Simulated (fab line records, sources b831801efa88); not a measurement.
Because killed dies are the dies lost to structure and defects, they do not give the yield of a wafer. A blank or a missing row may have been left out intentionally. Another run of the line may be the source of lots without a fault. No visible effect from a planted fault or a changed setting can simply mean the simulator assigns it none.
fab line records | flow gf180mcu
[record] lots = 7 wafers = 19 lastDay = 34
route steps=602 shown M5@532 V5@540 TOP_METAL@567
lots with no fault: from the same line, run without faults
startH: start of the lot's first displayed wafer, in hours after the record's first day | waitH: how many hours have passed since the lot's step before this one | " repeats the value in the row above | L1.1+2: several wafers, shown together as one row | - value missing, or start not given | * or withheld: withheld | < > ~ a bound
route shown NAME@n: names a module that has steps shown in the file, with the first one's number in the route | usual: mean/standard deviation taken from wafers without a fault | same: alike in all rows | chamber/n: place in a boat | sites: readings site by site | _std_site: the values' standard deviation | _edge_site: inner sites' mean taken away from outer sites' mean | radiusMm: how far each site lies from the wafer's centre | mask NAME#n: copy n | behind: the most recent tool/chamber to have shaped the wafer | hold: the reason the lot was held/the length of the hold in hours/how it ended | device: whichever transistor did not switch (one of n, p or np) | end of line: tests run on the same wafers once the route is complete | step lacking rows: just its recipe | killed: not the wafer's yield, but the dies lost to structure and defects at the first sort | map: shows each die of a wafer: x if killed, . if not, _ if none is there
set.NAME: the setting the step ran with; set.NAME@STEP: the setting that earlier step ran with | model.NAME: the simulator's own value behind a step, which no gauge read
lots seen at some steps along the route; tables by step, rows by wafer
services: the hour from which a tool's chamber was out of use, counted from the record's first day as startH (under 0 if before that day), plus the number of hours and why
[[steps]]
[step GF_M5_DEVELOP_06]
[recipe] developTimeS = 60 devTempC = 21
[step GF_M5_CD_MEAS_07]
[recipe] targetCdNm = 280
[usual] cdNm = 279.8/1.2
// columns lot.wafer tool chamber startH waitH cdNm
L120.2 cdSem-01 - 599.83 0.1 281.4
L120.3 " - " " 280.7
L120.4 " - " " 281.7
L122.3 cdSem-02 - 629.18 0.1 279.8
L122.4 " - " " 280.2
L122.6 " - " " 279.6
L131.2 cdSem-02 - 690.96 0.1 279.7
L131.4 " - " " 278.3
L131.5 " - " " 279.7
L132.4 cdSem-01 - 699.05 0.1 278.5
L132.6 " - " " 278.3
L133.1 cdSem-02 - 701.89 0.1 278.7
L133.4 " - " " 278.7
L137.4 cdSem-01 - 731.52 0.1 280.1
L137.5 " - " " 279.1
L137.6 " - " " 278.5
L141.2 cdSem-02 - 756.43 0.1 280.3
L141.4 " - " " 280.5
L141.6 " - " " 281.2
[step GF_M5_OVL_MEAS_08]
[usual] M5_OVL = -6/4.3
// columns lot.wafer tool chamber startH waitH M5_OVL[nm]
L120.2 overlay-02 - 599.94 0.1 1
L120.3 " - " " -5
L120.4 " - " " 0
L122.3 overlay-02 - 629.27 0.1 -9
L122.4 " - " " -3
L122.6 " - " " -9
L131.2 overlay-02 - 691.07 0.1 -7
L131.4 " - " " -3
L131.5 " - " " -8
L132.4 overlay-02 - 699.13 0.1 -7
L132.6 " - " " -12
L133.1 overlay-02 - 702.01 0.1 -9
L133.4 " - " " -7
L137.4 overlay-02 - 731.60 0.1 -8
L137.5 " - " " 0
L137.6 " - " " -5
L141.2 overlay-02 - 756.54 0.1 -8
L141.4 " - " " -10
L141.6 " - " " 0
[step GF_M5_ETCH_09]
[recipe] chemistry = CF4/O2 target = Si3N4 targetDepthNm = 52 sourceW = 800 biasW = 150 pressureMtorr = 150 cf4FlowSccm = 80 O2_flow_sccm = 10 timeS = 11.6
[step GF_M5_METAL_ETCH_10]
[recipe] chemistry = Cl2/BCl3 maskMaterial = KrF targetDepthNm = 750.8 stopOn = SiO2 pressureMtorr = 8 icpW = 800 biasW = 140 Cl2_flow_sccm = 80 bcl3FlowSccm = 40 timeS = 125.1
[usual] drypumpMotorCurrentA = 5.6/0.55 oesProductAu = 0.989/0.0062 throttleValvePct = 28.232/0.011
// columns lot.wafer tool chamber startH waitH drypumpMotorCurrentA oesProductAu rfHoursCounterH throttleValvePct
L120.2 rieMetal-01 1 599.99 0.0 5.4 0.992 10 28.229
L120.3 " 0 " " 5.0 0.987 - 28.236
L120.4 " 1 " " 5.3 0.987 - 28.212
L122.3 rieMetal-01 0 629.36 0.1 5.0 0.999 - 28.227
L122.4 " 1 " " 5.4 0.996 - 28.214
L122.6 " 0 " " 5.0 1.000 - 28.248
L131.2 rieMetal-01 1 691.17 0.1 5.3 0.975 - 28.229
L131.4 " 1 " " 5.3 0.994 - 28.236
L131.5 " 1 " " 5.3 0.991 - 28.226
L132.4 rieMetal-01 1 699.30 0.1 5.3 0.993 - 28.234
L132.6 " 1 " " 5.4 0.984 - 28.232
L133.1 rieMetal-01 1 702.07 0.0 5.3 0.983 15 28.210
L133.4 " 1 " " 5.3 0.991 - 28.221
L137.4 rieMetal-01 0 731.68 0.1 5.0 0.985 - 28.251
L137.5 " 1 " " 5.3 0.978 - 28.238
L137.6 " 0 " " 5.0 0.969 - 28.249
L141.2 rieMetal-03 0 756.59 0.0 5.8 0.990 16 28.230
L141.4 " 0 " " 5.8 0.991 - 28.237
L141.6 " 0 " " 5.8 0.987 - 28.224
[step GF_M5_STRIP_11]
[recipe] chemistry = O2/N2 powerW = 1400 pressureMtorr = 1500 platenTempC = 250 o2FlowSccm = 3000 n2FlowSccm = 300 overashFraction = 0.5
[step GF_M5_STRIP_12]
[recipe] chemistry = postEtchResidueRemover timeS = 1200 tempC = 72.5
[step GF_M5_CLEAN_13]
[recipe] chemistry = DIW dry = n2Spin
[step GF_V5_CVD_00]
[recipe] material = SiO2 targetThkNm = 300 sigmaOpenFrac = 0.3 tempC = 400 timeS = 50 sih4FlowSccm = 60 pressureMtorr = 6
[step GF_V5_THK_MEAS_01]
[recipe] reads = SiO2_of_V5_CVD_00
[usual] V5_CVD_00_THK = 301.4/2.8
// columns lot.wafer tool chamber startH waitH V5_CVD_00_THK[nm]
L120.2 filmMetro-04 - 600.71 0.0 298.6
L120.3 " - " " 301.3
L120.4 " - " " 304.6
L122.3 filmMetro-04 - 630.06 0.0 306.3
L122.4 " - " " 303.5
L122.6 " - " " 302.1
L131.2 filmMetro-03 - 691.98 0.0 302.3
L131.4 " - " " 303.0
L131.5 " - " " 298.2
L132.4 filmMetro-03 - 700.38 0.0 300.1
L132.6 " - " " 300.4
L133.1 filmMetro-04 - 703.25 0.0 299.5
L133.4 " - " " 301.2
L137.4 filmMetro-03 - 732.38 0.0 301.8
L137.5 " - " " 301.7
L137.6 " - " " 300.3
L141.2 filmMetro-03 - 757.31 0.0 298.0
L141.4 " - " " 295.6
L141.6 " - " " 296.7
[step GF_V5_CVD_02]
[recipe] material = SiO2 targetThkNm = 1450 precursor = TEOS tempC = 400 timeS = 163.28 rfW = 600
[usual] heaterPowerW = 658/110
// columns lot.wafer tool chamber startH waitH heaterPowerW
L120.2 pecvd-01 2 600.76 0.0 863
L120.3 " 0 " " 778
L120.4 " 0 " " 623
L122.3 pecvd-01 0 630.10 0.0 729
L122.4 " 2 " " 873
L122.6 " 0 " " 792
L131.2 pecvd-02 2 692.03 0.0 838
L131.4 " 2 " " 637
L131.5 " 0 " " 562
L132.4 pecvd-01 0 700.46 0.1 731
L132.6 " 1 " " 539
L133.1 pecvd-01 1 703.31 0.1 619
L133.4 " 0 " " 770
L137.4 pecvd-01 0 732.46 0.1 795
L137.5 " 1 " " 687
L137.6 " 2 " " 720
L141.2 pecvd-03 1 757.36 0.0 583
L141.4 " 0 " " 456
L141.6 " 1 " " 642
[step GF_V5_THK_MEAS_03]
[recipe] reads = SiO2_of_V5_CVD_02
[usual] V5_CVD_02_THK = 1456/20
// columns lot.wafer tool chamber startH waitH V5_CVD_02_THK[nm]
L120.2 filmMetro-03 - 600.88 0.1 1432
L120.3 " - " " 1455
L120.4 " - " " 1478
L122.3 filmMetro-04 - 630.22 0.1 1449
L122.4 " - " " 1457
L122.6 " - " " 1457
L131.2 filmMetro-03 - 692.15 0.1 1456
L131.4 " - " " 1476
L131.5 " - " " 1472
L132.4 filmMetro-01 - 700.54 0.0 1496
L132.6 " - " " 1474
L133.1 filmMetro-04 - 703.41 0.1 1461
L133.4 " - " " 1485
L137.4 filmMetro-01 - 732.54 0.0 1517
L137.5 " - " " 1471
L137.6 " - " " 1472
L141.2 filmMetro-03 - 757.48 0.1 1461
L141.4 " - " " 1452
L141.6 " - " " 1465
[step GF_V5_CMP_04]
[recipe] material = SiO2 downForcePsi = 4 platenRpm = 60 padVelocityMS = 0.94248
[usual] motorCurrentA = 12.0/1.3 slurryFilterDpKPa = 13.50/0.12
// columns lot.wafer tool chamber startH waitH motorCurrentA slurryFilterDpKPa model.SiO2_of_V5_CVD_02.thkNm
L120.2 cmp-01 1 600.93 0.0 9.2 13.69 856.3
L120.4 " 3 " " 13.3 13.56 853.9
L120.3 " 0 " " 14.4 13.45 854.2
L122.3 cmp-02 1 630.26 0.0 11.4 13.34 853.2
L122.4 " 3 " " 10.2 13.51 854.5
L122.6 " 1 " " 11.6 13.43 854.2
L131.4 cmp-02 2 692.20 0.0 13.4 13.23 766.5
L131.2 " 1 " " 12.1 13.58 852.1
L131.5 " 3 " " 11.0 13.54 853.3
L132.4 cmp-02 0 700.62 0.1 11.5 13.35 768.6
L132.6 " 3 " " 10.1 13.61 856.2
L133.4 cmp-02 0 703.47 0.0 11.6 13.57 768.4
L133.1 " 3 " " 10.6 13.45 769.8
L137.4 cmp-01 2 732.67 0.1 12.5 13.53 853
L137.5 " 0 " " 13.3 13.52 853.5
L137.6 " 1 " " 9.6 13.40 854.8
L141.2 cmp-01 2 757.63 0.1 11.8 13.51 855
L141.4 " 3 " " 13.5 13.29 853.5
L141.6 " 1 " " 9.6 13.31 856.7
[step GF_V5_BOW_MEAS_05]
[recipe] mode = bow
[usual] V5_BOW = 133/11
// columns lot.wafer tool chamber startH waitH V5_BOW[um]
L120.2 filmMetro-04 - 601.25 0.3 142
L120.3 " - " " 139
L120.4 " - " " 135
L122.3 filmMetro-01 - 630.63 0.3 129
L122.4 " - " " 128
L122.6 " - " " 119
L131.2 filmMetro-03 - 692.53 0.1 134
L131.4 " - " " 127
L131.5 " - " " 123
L132.4 filmMetro-03 - 700.93 0.3 152
L132.6 " - " " 154
L133.1 filmMetro-04 - 703.77 0.1 129
L133.4 " - " " 147
L137.4 filmMetro-04 - 732.93 0.2 114
L137.5 " - " " 129
L137.6 " - " " 124
L141.2 filmMetro-01 - 757.85 0.2 129
L141.4 " - " " 126
L141.6 " - " " 134
[step GF_V5_DEHYDRATE_06]
[recipe] tempC = 200 timeS = 60
[step GF_V5_HMDS_07]
[recipe] primeTimeS = 60 primeTempC = 120
[step GF_V5_COAT_08]
[recipe] resist = BARC tempC = withheld timeS = withheld spinRpm = withheld resistThkNm = withheld
[step GF_V5_COAT_09]
[recipe] resist = KrF spinRpm = withheld resistThkNm = 1000
[step GF_V5_SOFTBAKE_10]
[recipe] tempC = 130 timeS = 60 resist = KrF
[step GF_V5_EXPOSE_11]
[recipe] maskId = Via5 targetCdNm = 260 na = 0.68 sourceShape = conventional sigmaOuter = 0.6 doseMj = 38
[step GF_V5_PEB_12]
[recipe] pebTempC = 135 pebTimeS = 90 resist = KrF
[step GF_V5_DEVELOP_13]
[recipe] developTimeS = 60 resist = KrF devTempC = 21
[step GF_V5_CD_MEAS_14]
[recipe] targetCdNm = 260
[usual] cdNm = 260.0/1.5
// columns lot.wafer tool chamber startH waitH cdNm
L120.2 cdSem-02 - 622.36 0.1 262.1
L120.3 " - " " 261.9
L120.4 " - " " 261.6
L122.3 cdSem-01 - 650.90 0.1 257.6
L122.4 " - " " 257.4
L122.6 " - " " 257.3
L131.2 cdSem-02 - 710.76 0.1 261.1
L131.4 " - " " 259.8
L131.5 " - " " 259.0
L132.4 cdSem-02 - 718.75 0.1 259.7
L132.6 " - " " 259.4
L133.1 cdSem-01 - 721.54 0.1 259.2
L133.4 " - " " 259.5
L137.4 cdSem-02 - 749.90 0.1 259.7
L137.5 " - " " 259.5
L137.6 " - " " 260.6
L141.2 cdSem-02 - 773.86 0.1 261.3
L141.4 " - " " 262.1
L141.6 " - " " 261.6
[step GF_V5_OVL_MEAS_15]
[usual] V5_OVL = 1/4.9
// columns lot.wafer tool chamber startH waitH V5_OVL[nm]
L120.2 overlay-02 - 622.47 0.1 -3
L120.3 " - " " -6
L120.4 " - " " -7
L122.3 overlay-01 - 650.99 0.1 0
L122.4 " - " " -3
L122.6 " - " " -6
L131.2 overlay-02 - 710.87 0.1 0
L131.4 " - " " -1
L131.5 " - " " -9
L132.4 overlay-02 - 718.83 0.1 7
L132.6 " - " " 1
L133.1 overlay-01 - 721.66 0.1 -1
L133.4 " - " " 1
L137.4 overlay-02 - 749.98 0.1 1
L137.5 " - " " 5
L137.6 " - " " 6
L141.2 overlay-02 - 773.97 0.1 0
L141.4 " - " " 2
L141.6 " - " " 4
[step GF_V5_ETCH_16]
[recipe] chemistry = N2/H2 targetDepthA = withheld overetchA = withheld timeS = withheld target = BARC ionEnergyEv = 200 sourceW = 500 biasW = 100 pressureMtorr = 30 n2FlowSccm = 100 h2FlowSccm = 200
[usual] drypumpMotorCurrentA = 5.8/0.38 oesProductAu = 0.855/0.0048 throttleValvePct = 13.226/0.0091
// columns lot.wafer tool chamber startH waitH drypumpMotorCurrentA oesProductAu throttleValvePct
L120.2 rieDiel-01 0 622.50 0.0 5.8 0.862 13.218
L120.3 " 2 " " 5.9 0.856 13.233
L120.4 " 1 " " 6.3 0.860 13.221
L122.3 rieDiel-03 0 651.02 0.0 6.3 0.854 13.235
L122.4 " 1 " " 5.6 0.860 13.212
L122.6 " 1 " " 5.6 0.855 13.241
L131.2 rieDiel-03 0 710.90 0.0 6.3 0.851 13.214
L131.4 " 1 " " 5.6 0.860 13.205
L131.5 " 3 " " 6.4 0.856 13.225
L132.4 rieDiel-01 3 718.85 0.0 5.1 0.860 13.231
L132.6 " 0 " " 5.8 0.858 13.238
L133.1 rieDiel-03 3 721.70 0.0 6.4 0.860 13.236
L133.4 " 0 " " 6.2 0.853 13.205
L137.4 rieDiel-01 2 750.00 0.0 5.9 0.860 13.228
L137.5 " 0 " " 5.8 0.852 13.235
L137.6 " 1 " " 6.3 0.859 13.214
L141.2 rieDiel-01 0 774.00 0.0 5.8 0.857 13.242
L141.4 " 0 " " 5.8 0.854 13.233
L141.6 " 1 " " 6.3 0.852 13.224
[step GF_V5_ETCH_17]
[recipe] chemistry = C4F8/O2/Ar maskMaterial = KrF target = SiO2 stopOn = TiN sourceW = 1500 biasW = 1200 pressureMtorr = 40 c4f8FlowSccm = withheld O2_flow_sccm = 6 Ar_flow_sccm = 300 timeS = withheld targetDepthA = 8550
[usual] oesProductAu = 0.859/0.0046
// columns lot.wafer tool chamber startH waitH oesProductAu model.V5.featureDepthNm model.etch.depthNm
L120.2 rieDiel-01 0 - - 0.856 856.3 856.3
L120.3 " 2 " " 0.850 854.2 854.2
L120.4 " 1 " " 0.858 853.9 853.9
L122.3 rieDiel-03 0 - - 0.857 853.2 853.2
L122.4 " 1 " " 0.854 854.5 854.5
L122.6 " 1 " " 0.859 854.2 854.2
L131.2 rieDiel-03 0 - - 0.864 852.1 852.1
L131.4 " 1 " " 0.811 766.5 766.5
L131.5 " 3 " " 0.866 853.3 853.3
L132.4 rieDiel-01 3 - - 0.808 768.6 768.6
L132.6 " 0 " " 0.869 856.2 856.2
L133.1 rieDiel-03 3 - - 0.812 769.8 769.8
L133.4 " 0 " " 0.810 768.4 768.4
L137.4 rieDiel-01 2 - - 0.857 853 853
L137.5 " 0 " " 0.858 853.5 853.5
L137.6 " 1 " " 0.852 854.8 854.8
L141.2 rieDiel-01 0 - - 0.854 855 855
L141.4 " 0 " " 0.859 853.5 853.5
L141.6 " 1 " " 0.860 856.7 856.7
[step GF_V5_STRIP_18]
[recipe] chemistry = O2/N2 powerW = 1400 pressureMtorr = 1500 platenTempC = 250 o2FlowSccm = 3000 n2FlowSccm = 300 overashFraction = 0.5
[step GF_V5_STRIP_19]
[recipe] chemistry = postEtchResidueRemover timeS = 1200 tempC = 72.5
[step GF_V5_CLEAN_20]
[recipe] chemistry = DIW dry = n2Spin
[step GF_V5_SPUTTER_21]
[recipe] material = Ti targetThkNm = 15 chamberPressurePa = 5 powerW = 2500 substrateTempC = 200 timeS = 80.02
[usual] throttleValvePct = 30.1/0.97
// columns lot.wafer tool chamber startH waitH throttleValvePct
L120.2 pvdSputter-01 - 623.26 0.0 31.0
L120.3 " - " " 30.2
L120.4 " - " " 31.8
L122.3 pvdSputter-04 - 651.74 0.0 30.2
L122.4 " - " " 29.2
L122.6 " - " " 29.1
L131.2 pvdSputter-01 - 711.58 0.0 30.1
L131.4 " - " " 31.9
L131.5 " - " " 31.6
L132.4 pvdSputter-01 - 719.56 0.0 31.4
L132.6 " - " " 31.1
L133.1 pvdSputter-03 - 722.39 0.0 30.0
L133.4 " - " " 28.4
L137.4 pvdSputter-03 - 750.68 0.0 30.5
L137.5 " - " " 28.1
L137.6 " - " " 29.8
L141.2 pvdSputter-04 - 774.69 0.0 29.6
L141.4 " - " " 29.3
L141.6 " - " " 29.4
[step GF_V5_SPUTTER_22]
[recipe] material = TiN targetThkNm = 10 chamberPressurePa = 5 powerW = 4000 timeS = 40
[usual] throttleValvePct = 30.0/0.99
// columns lot.wafer tool chamber startH waitH throttleValvePct
L120.2 pvdSputter-01 - 623.32 0.0 31.3
L120.3 " - " " 30.3
L120.4 " - " " 31.7
L122.3 pvdSputter-04 - 651.80 0.0 30.1
L122.4 " - " " 29.3
L122.6 " - " " 29.0
L131.2 pvdSputter-01 - 711.64 0.0 30.0
L131.4 " - " " 32.0
L131.5 " - " " 31.3
L132.4 pvdSputter-01 - 719.62 0.0 31.3
L132.6 " - " " 31.2
L133.1 pvdSputter-03 - 722.46 0.0 29.6
L133.4 " - " " 28.1
L137.4 pvdSputter-03 - 750.74 0.0 29.7
L137.5 " - " " 27.9
L137.6 " - " " 30.0
L141.2 pvdSputter-04 - 774.76 0.0 29.3
L141.4 " - " " 29.0
L141.6 " - " " 29.4
[step GF_V5_CVD_23]
[recipe] material = W targetThkNm = 350 timeS = 104.9 tempC = 400 pressureTorr = 40
[step GF_V5_RS_MEAS_24]
[recipe] thkMeasGauge = four-point-probe reads = W_of_V5_CVD_23+TiN_of_V5_SPUTTER_22+Ti_of_V5_SPUTTER_21
[usual] V5_W_RS = 0.328/0.0031
// columns lot.wafer tool chamber startH waitH V5_W_RS[ohm/sq]
L120.2 filmMetro-01 - 623.49 0.1 0.324
L120.3 " - " " 0.326
L120.4 " - " " 0.323
L122.3 filmMetro-01 - 652.00 0.1 0.329
L122.4 " - " " 0.324
L122.6 " - " " 0.331
L131.2 filmMetro-04 - 711.81 0.1 0.327
L131.4 " - " " 0.323
L131.5 " - " " 0.325
L132.4 filmMetro-01 - 719.84 0.1 0.325
L132.6 " - " " 0.330
L133.1 filmMetro-01 - 722.61 0.1 0.327
L133.4 " - " " 0.327
L137.4 filmMetro-01 - 750.95 0.1 0.328
L137.5 " - " " 0.332
L137.6 " - " " 0.331
L141.2 filmMetro-03 - 774.93 0.1 0.329
L141.4 " - " " 0.330
L141.6 " - " " 0.330
[step GF_V5_THK_MEAS_25]
[recipe] thkMeasGauge = xrf reads = W_of_V5_CVD_23
[usual] V5_W_THK = 354/6
// columns lot.wafer tool chamber startH waitH V5_W_THK[nm]
L120.2 filmMetro-01 - 623.60 0.1 363
L120.3 " - " " 363
L120.4 " - " " 362
L122.3 filmMetro-01 - 652.10 0.1 358
L122.4 " - " " 364
L122.6 " - " " 359
L131.2 filmMetro-04 - 711.92 0.1 352
L131.4 " - " " 360
L131.5 " - " " 355
L132.4 filmMetro-01 - 719.93 0.1 362
L132.6 " - " " 354
L133.1 filmMetro-01 - 722.73 0.1 358
L133.4 " - " " 362
L137.4 filmMetro-01 - 751.04 0.1 360
L137.5 " - " " 357
L137.6 " - " " 356
L141.2 filmMetro-03 - 775.04 0.1 346
L141.4 " - " " 345
L141.6 " - " " 346
[step GF_V5_CMP_26]
[recipe] stopOn = SiO2 downForcePsi = 3.5 platenRpm = 60 tOverpolishS = 15 targetThkNm = 0 padVelocityMS = 0.94248
[usual] motorCurrentA = 10.9/1 slurryFilterDpKPa = 13.50/0.13
// columns lot.wafer tool chamber startH waitH motorCurrentA slurryFilterDpKPa model.SiO2_of_V5_CVD_02.thkNm
L120.4 cmp-02 0 623.65 0.0 10.9 13.42 850.1
L120.3 " 2 " " 11.8 13.65 850.4
L120.2 " 3 " " 10.0 13.55 852.5
L122.4 cmp-02 3 652.14 0.0 9.9 13.22 850.7
L122.3 " 1 " " 10.9 13.54 849.4
L122.6 " 0 " " 10.6 13.60 850.4
L131.4 cmp-02 2 711.97 0.0 12.3 13.45 762.8
L131.2 " 1 " " 10.6 13.66 848.3
L131.5 " 3 " " 9.5 13.58 849.5
L132.4 cmp-01 2 720.11 0.2 11.1 13.29 764.8
L132.6 " 3 " " 12.3 13.49 852.4
L133.4 cmp-02 1 722.84 0.1 10.5 13.31 764.7
L133.1 " 3 " " 9.5 13.19 766.1
L137.4 cmp-02 2 751.12 0.1 12.1 13.50 849.2
L137.5 " 1 " " 10.8 13.34 849.7
L137.6 " 2 " " 11.9 13.48 851
L141.4 cmp-02 2 775.14 0.1 12.0 13.48 849.7
L141.2 " 0 " " 10.6 13.32 851.2
L141.6 " 1 " " 10.4 13.47 852.9
[step GF_TOP_METAL_SPUTTER_00]
[recipe] material = Ti targetThkNm = 37.5 arrivingIonEnergyEv = 80 substrateTempC = 200 chamberPressurePa = 2 powerW = 4000 timeS = 150
[[services]]
// columns tool chamber startH hours kind
cmp-01 - 596.73 1.4 repair
cmp-02 - 601.28 6.5 pm
cmp-01 - 607.81 5.0 pm
cmp-02 - 617.27 0.8 repair
pecvd-01 - 627.10 2.8 pm
rieMetal-01 1 636.08 8.5 repair
pvdSputter-01 - 650.43 9.1 repair
rieDiel-01 1 651.89 8.2 repair
pvdSputter-04 - 659.24 1.4 repair
rieDiel-03 0 671.70 2.2 repair
cmp-02 - 675.25 0.8 repair
pvdSputter-01 - 676.46 5.7 repair
cmp-01 - 697.51 0.7 repair
rieDiel-01 3 697.67 7.1 repair
cmp-02 - 697.79 1.9 repair
rieDiel-01 1 702.41 4.1 repair
rieDiel-01 0 702.66 5.4 repair
cmp-01 - 720.29 1.8 repair
rieDiel-01 3 727.50 10.2 repair
pvdSputter-01 - 731.88 1.9 repair
cmp-01 - 744.00 4.0 pm
rieDiel-03 2 750.60 5.5 repair
pecvd-01 2 758.97 5.3 repair
rieDiel-01 2 773.46 4.2 repair
[[key]]
[firstSign] step = GF_V5_ETCH_17 reading = oesProductAu direction = down sigmas = 11 usual = 0.859 struck = 0.810
effect none on later readings
[modelEffect] step = GF_V5_CMP_04 value = SiO2_of_V5_CVD_02.thkNm without = 853.8 struck = 768.3
[modelEffect] step = GF_V5_ETCH_17 value = V5.featureDepthNm without = 853.8 struck = 768.3
[modelEffect] step = GF_V5_CMP_26 value = SiO2_of_V5_CVD_02.thkNm without = 850.1 struck = 764.6
metAt GF_V5_CMP_04
struckWafers L131.4,L132.4,L133.1,L133.4
onsetBetween 630.26 692.20
[fault] kind = processParameterDrift tool = cmp-02 chamber = - onsetH = 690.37 steps = GF_V5_CMP_04 channel = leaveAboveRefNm offset = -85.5 shape = step endH = 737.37 scope = struckWafersOnly actsIn = theseRecipesOnly stated = 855
